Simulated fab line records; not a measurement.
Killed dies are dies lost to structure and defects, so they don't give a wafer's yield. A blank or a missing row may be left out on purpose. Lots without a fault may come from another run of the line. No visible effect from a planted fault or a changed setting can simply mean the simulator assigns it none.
The tool behind it: which one? :: flow sky130 :: 13 lots, 39 wafers sampled, at 4 steps of a route of 708

WHAT THE GAUGES READ, wafer by wafer
The record lacks any reading of a measuring or inspecting step that a usual standard deviation could be used to judge.

WHAT TOOL EACH LOT RAN ON (gives the tool, then ch and the chambers of the sampled wafers, and finally the start)
lot: L435
SKY_SONOS_ONO_OXIDATION_00: furnace-02 ch 0, day 12 08:39
SKY_CONTACT_CVD_00: pecvd-02 ch 0,1,2, day 32 00:24
SKY_METAL1_SPUTTER_00: pvdSputter-01, day 33 06:04
SKY_METAL1_DESCUM_17: rieMetal-02 ch 1, day 34 09:06

lot: L434
SKY_SONOS_ONO_OXIDATION_00: furnace-02 ch 0, day 12 11:10
SKY_CONTACT_CVD_00: pecvd-01 ch 0,1, day 32 01:29
SKY_METAL1_SPUTTER_00: pvdSputter-04, day 33 07:18
SKY_METAL1_DESCUM_17: rieMetal-01 ch 0,1, day 34 09:46

lot: L437
SKY_SONOS_ONO_OXIDATION_00: furnace-01 ch 0, day 13 04:13
SKY_CONTACT_CVD_00: pecvd-04 ch 1,2, day 32 05:22
SKY_METAL1_SPUTTER_00: pvdSputter-04, day 33 10:42
SKY_METAL1_DESCUM_17: rieMetal-01 ch 0,1, day 34 14:01

lot: L438
SKY_SONOS_ONO_OXIDATION_00: furnace-02 ch 0, day 13 11:07
SKY_CONTACT_CVD_00: pecvd-04 ch 0,1, day 32 11:35
SKY_METAL1_SPUTTER_00: pvdSputter-02, day 33 16:24
SKY_METAL1_DESCUM_17: rieMetal-01 ch 0,1, day 34 18:55

lot: L439
SKY_SONOS_ONO_OXIDATION_00: furnace-01 ch 0, day 13 19:34
SKY_CONTACT_CVD_00: pecvd-04 ch 0,1, day 32 20:35
SKY_METAL1_SPUTTER_00: pvdSputter-02, day 34 01:08
SKY_METAL1_DESCUM_17: rieMetal-04 ch 0,1, day 35 04:04

lot: L440
SKY_SONOS_ONO_OXIDATION_00: furnace-01 ch 0, day 14 06:28
SKY_CONTACT_CVD_00: pecvd-04 ch 0,2, day 33 08:55
SKY_METAL1_SPUTTER_00: pvdSputter-04, day 34 12:55
SKY_METAL1_DESCUM_17: rieMetal-04 ch 0,1, day 35 15:58

lot: L441
SKY_SONOS_ONO_OXIDATION_00: furnace-02 ch 0, day 14 22:25
SKY_CONTACT_CVD_00: pecvd-01 ch 0,1, day 33 21:05
SKY_METAL1_SPUTTER_00: pvdSputter-04, day 35 02:19
SKY_METAL1_DESCUM_17: rieMetal-02 ch 0,1, day 36 04:16

lot: L443
SKY_SONOS_ONO_OXIDATION_00: furnace-01 ch 0, day 15 02:05
SKY_CONTACT_CVD_00: pecvd-04 ch 1,2, day 33 23:26
SKY_METAL1_SPUTTER_00: pvdSputter-01, day 35 04:34
SKY_METAL1_DESCUM_17: rieMetal-04 ch 1, day 36 06:33

lot: L445
SKY_SONOS_ONO_OXIDATION_00: furnace-02 ch 0, day 16 03:37
SKY_CONTACT_CVD_00: pecvd-04 ch 0,2, day 36 00:28
SKY_METAL1_SPUTTER_00: pvdSputter-04, day 37 04:30
SKY_METAL1_DESCUM_17: rieMetal-01 ch 0,1, day 38 06:45

lot: L449
SKY_SONOS_ONO_OXIDATION_00: furnace-02 ch 0, day 17 22:01
SKY_CONTACT_CVD_00: pecvd-01 ch 0,1,2, day 36 18:25
SKY_METAL1_SPUTTER_00: pvdSputter-02, day 37 21:47
SKY_METAL1_DESCUM_17: rieMetal-04 ch 0,1, day 38 22:46

lot: L451
SKY_SONOS_ONO_OXIDATION_00: furnace-01 ch 0, day 18 06:05
SKY_CONTACT_CVD_00: pecvd-04 ch 0,1,2, day 36 22:22
SKY_METAL1_SPUTTER_00: pvdSputter-04, day 38 02:43
SKY_METAL1_DESCUM_17: rieMetal-01 ch 1, day 39 04:01

lot: L452
SKY_SONOS_ONO_OXIDATION_00: furnace-02 ch 0, day 18 10:22
SKY_CONTACT_CVD_00: pecvd-02 ch 0,1,2, day 37 05:50
SKY_METAL1_SPUTTER_00: pvdSputter-02, day 38 09:45
SKY_METAL1_DESCUM_17: rieMetal-01 ch 0,1, day 39 11:31

lot: L455
SKY_SONOS_ONO_OXIDATION_00: furnace-01 ch 0, day 19 12:37
SKY_CONTACT_CVD_00: pecvd-04 ch 0,2, day 38 03:29
SKY_METAL1_SPUTTER_00: pvdSputter-01, day 39 06:09
SKY_METAL1_DESCUM_17: rieMetal-02 ch 0,1, day 40 06:49
- SKY_SONOS_ONO_OXIDATION_00: stabilise 600 s, purge 300 s, target thk 2.6 nm.
- SKY_CONTACT_CVD_00: deposits Si3N4, target thk 75 nm.
- SKY_METAL1_SPUTTER_00: material Ti, target thk 15 nm, time 10 s.
- SKY_METAL1_DESCUM_17: chemistry O2, time 8 s.

WHAT THE TOOLS THEMSELVES READ (means of the sampled wafers that have a number; where no wafer has one, the mark that the record gives instead)
SKY_SONOS_ONO_OXIDATION_00.
lot: L435
tool: furnace-02
rampUpCPerMin: 9.9995
spikeTcCentreC (C): 801.9
spikeTcUpperC (C): 800.4
zonePowerTopPct (%): 27.5
zonePowerUpperPct (%): 13.7

lot: L434
tool: furnace-02
rampUpCPerMin: 10.0005
spikeTcCentreC (C): 803.1
spikeTcUpperC (C): 799.8
zonePowerTopPct (%): 27.2
zonePowerUpperPct (%): 13.5

lot: L437
tool: furnace-01
rampUpCPerMin: 10.0000
spikeTcCentreC (C): 799.4
spikeTcUpperC (C): 800.1
zonePowerTopPct (%): 28.4
zonePowerUpperPct (%): 16.4

lot: L438
tool: furnace-02
rampUpCPerMin: 10.0002
spikeTcCentreC (C): 803.0
spikeTcUpperC (C): 800.0
zonePowerTopPct (%): 27.6
zonePowerUpperPct (%): 13.6

lot: L439
tool: furnace-01
rampUpCPerMin: 9.9999
spikeTcCentreC (C): 799.4
spikeTcUpperC (C): 800.4
zonePowerTopPct (%): 28.2
zonePowerUpperPct (%): 16.6

lot: L440
tool: furnace-01
rampUpCPerMin: 9.9969
spikeTcCentreC (C): 799.3
spikeTcUpperC (C): 801.3
zonePowerTopPct (%): 28.5
zonePowerUpperPct (%): 16.4

lot: L441
tool: furnace-02
rampUpCPerMin: 10.0001
spikeTcCentreC (C): 802.1
spikeTcUpperC (C): 800.2
zonePowerTopPct (%): 27.9
zonePowerUpperPct (%): 13.7

lot: L443
tool: furnace-01
rampUpCPerMin: 9.9996
spikeTcCentreC (C): 799.5
spikeTcUpperC (C): 801.8
zonePowerTopPct (%): 28.5
zonePowerUpperPct (%): 16.5

lot: L445
tool: furnace-02
rampUpCPerMin: 10.0014
spikeTcCentreC (C): 802.2
spikeTcUpperC (C): 800.5
zonePowerTopPct (%): 27.6
zonePowerUpperPct (%): 13.7

lot: L449
tool: furnace-02
rampUpCPerMin: 10.0002
spikeTcCentreC (C): 806.3
spikeTcUpperC (C): 767.2
zonePowerTopPct (%): 33.6
zonePowerUpperPct (%): 3.8

lot: L451
tool: furnace-01
rampUpCPerMin: 10.0000
spikeTcCentreC (C): 799.3
spikeTcUpperC (C): 800.7
zonePowerTopPct (%): 28.3
zonePowerUpperPct (%): 16.6

lot: L452
tool: furnace-02
rampUpCPerMin: 9.9999
spikeTcCentreC (C): 806.8
spikeTcUpperC (C): 767.2
zonePowerTopPct (%): 33.4
zonePowerUpperPct (%): 3.8

lot: L455
tool: furnace-01
rampUpCPerMin: 10.0009
spikeTcCentreC (C): 799.1
spikeTcUpperC (C): 801.0
zonePowerTopPct (%): 28.6
zonePowerUpperPct (%): 16.4

SKY_CONTACT_CVD_00.
lot: L435
tool: pecvd-02
heaterPowerW (W): 699

lot: L434
tool: pecvd-01
heaterPowerW (W): 772

lot: L437
tool: pecvd-04
heaterPowerW (W): 778

lot: L438
tool: pecvd-04
heaterPowerW (W): 847

lot: L439
tool: pecvd-04
heaterPowerW (W): 867

lot: L440
tool: pecvd-04
heaterPowerW (W): 812

lot: L441
tool: pecvd-01
heaterPowerW (W): 773

lot: L443
tool: pecvd-04
heaterPowerW (W): 718

lot: L445
tool: pecvd-04
heaterPowerW (W): 752

lot: L449
tool: pecvd-01
heaterPowerW (W): 712

lot: L451
tool: pecvd-04
heaterPowerW (W): 799

lot: L452
tool: pecvd-02
heaterPowerW (W): 729

lot: L455
tool: pecvd-04
heaterPowerW (W): 838

SKY_METAL1_SPUTTER_00.
lot: L435
tool: pvdSputter-01
cathodeDcPowerW (W): 2999.6
throttleValvePct (%): 29.2

lot: L434
tool: pvdSputter-04
cathodeDcPowerW (W): 3001.0
throttleValvePct (%): 30.7

lot: L437
tool: pvdSputter-04
cathodeDcPowerW (W): 3000.1
throttleValvePct (%): 30.7

lot: L438
tool: pvdSputter-02
cathodeDcPowerW (W): 3000.3
throttleValvePct (%): 28.8

lot: L439
tool: pvdSputter-02
cathodeDcPowerW (W): 2999.7
throttleValvePct (%): 30.4

lot: L440
tool: pvdSputter-04
cathodeDcPowerW (W): 3000.0
throttleValvePct (%): 30.6

lot: L441
tool: pvdSputter-04
cathodeDcPowerW (W): 2999.8
throttleValvePct (%): 30.6

lot: L443
tool: pvdSputter-01
cathodeDcPowerW (W): 2999.9
throttleValvePct (%): 30.6

lot: L445
tool: pvdSputter-04
cathodeDcPowerW (W): 2999.8
throttleValvePct (%): 30.6

lot: L449
tool: pvdSputter-02
cathodeDcPowerW (W): 2999.9
throttleValvePct (%): 30.2

lot: L451
tool: pvdSputter-04
cathodeDcPowerW (W): 3000.2
throttleValvePct (%): 30.5

lot: L452
tool: pvdSputter-02
cathodeDcPowerW (W): 2999.8
throttleValvePct (%): 29.2

lot: L455
tool: pvdSputter-01
cathodeDcPowerW (W): 2999.8
throttleValvePct (%): 29.3

SKY_METAL1_DESCUM_17.
lot: L435
tool: rieMetal-02
drypumpMotorCurrentA (A): 6.0
oesProductAu (a.u.): 1.004

lot: L434
tool: rieMetal-01
drypumpMotorCurrentA (A): 5.6
oesProductAu (a.u.): 0.993

lot: L437
tool: rieMetal-01
drypumpMotorCurrentA (A): 5.6
oesProductAu (a.u.): 1.000

lot: L438
tool: rieMetal-01
drypumpMotorCurrentA (A): 5.8
oesProductAu (a.u.): 0.992

lot: L439
tool: rieMetal-04
drypumpMotorCurrentA (A): 5.2
oesProductAu (a.u.): 0.985

lot: L440
tool: rieMetal-04
drypumpMotorCurrentA (A): 5.2
oesProductAu (a.u.): 0.981

lot: L441
tool: rieMetal-02
drypumpMotorCurrentA (A): 6.0
oesProductAu (a.u.): 1.003

lot: L443
tool: rieMetal-04
drypumpMotorCurrentA (A): 6.1
oesProductAu (a.u.): 1.010

lot: L445
tool: rieMetal-01
drypumpMotorCurrentA (A): 5.6
oesProductAu (a.u.): 1.000

lot: L449
tool: rieMetal-04
drypumpMotorCurrentA (A): 5.6
oesProductAu (a.u.): 1.006

lot: L451
tool: rieMetal-01
drypumpMotorCurrentA (A): 5.5
oesProductAu (a.u.): 0.994

lot: L452
tool: rieMetal-01
drypumpMotorCurrentA (A): 5.6
oesProductAu (a.u.): 0.992

lot: L455
tool: rieMetal-02
drypumpMotorCurrentA (A): 5.9
oesProductAu (a.u.): 0.992

THE ANSWER, worked out from the rows above alone
Rule: the usual values come from the lots themselves. Put in order of their means at a reading, lots are off if they are a third of the lots or fewer, leave a main group of 4 or more, and stand apart from it by a gap of 3 or more times the standard deviation of the main group's means; of several such gaps the widest counts. Not used: any main group whose means are identical at the precision the tables above print for the reading. A lot without any number at a reading at which 4 lots or more have one is off too. Any other lot the step has rows for is counted as sound. The gauges are gone through in route order, then the tools' own readings, and for those a lot's mean is taken as printed above. At the first step where some lot is off, the reading lying furthest off is the one used; lots without a number count as furthest.
Off: L449, L452 (SKY_SONOS_ONO_OXIDATION_00, spikeTcUpperC). For the main group the mean is 800.6 C and the standard deviation 0.57.
If a tool, at that step or one of the process steps before it, ran each lot that is off and ran no sound lot following the first of them, it fits. One fits: SKY_SONOS_ONO_OXIDATION_00 on furnace-02. A fault onset in the window from L445 (day 16 03:37, its last sound lot) to L449 (day 17 22:01, its first lot off) fits.
The tool's own readings at SKY_SONOS_ONO_OXIDATION_00 bear it out: on the lots that are off they differ by more than 5 times the standard deviation of the sound lots' means. spikeTcUpperC reads 767.2 C there against 800.6 C on the sound lots; zonePowerTopPct reads 33.5 % there against 28.0 % on the sound lots; zonePowerUpperPct reads 3.8 % there against 15.2 % on the sound lots.

WHAT THE SIMULATOR HAD INSERTED
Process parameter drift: furnace-02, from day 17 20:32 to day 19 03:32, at SKY_SONOS_ONO_OXIDATION_00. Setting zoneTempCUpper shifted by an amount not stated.
Shown lots that were struck: L449, L452. The same result came from the rule above.
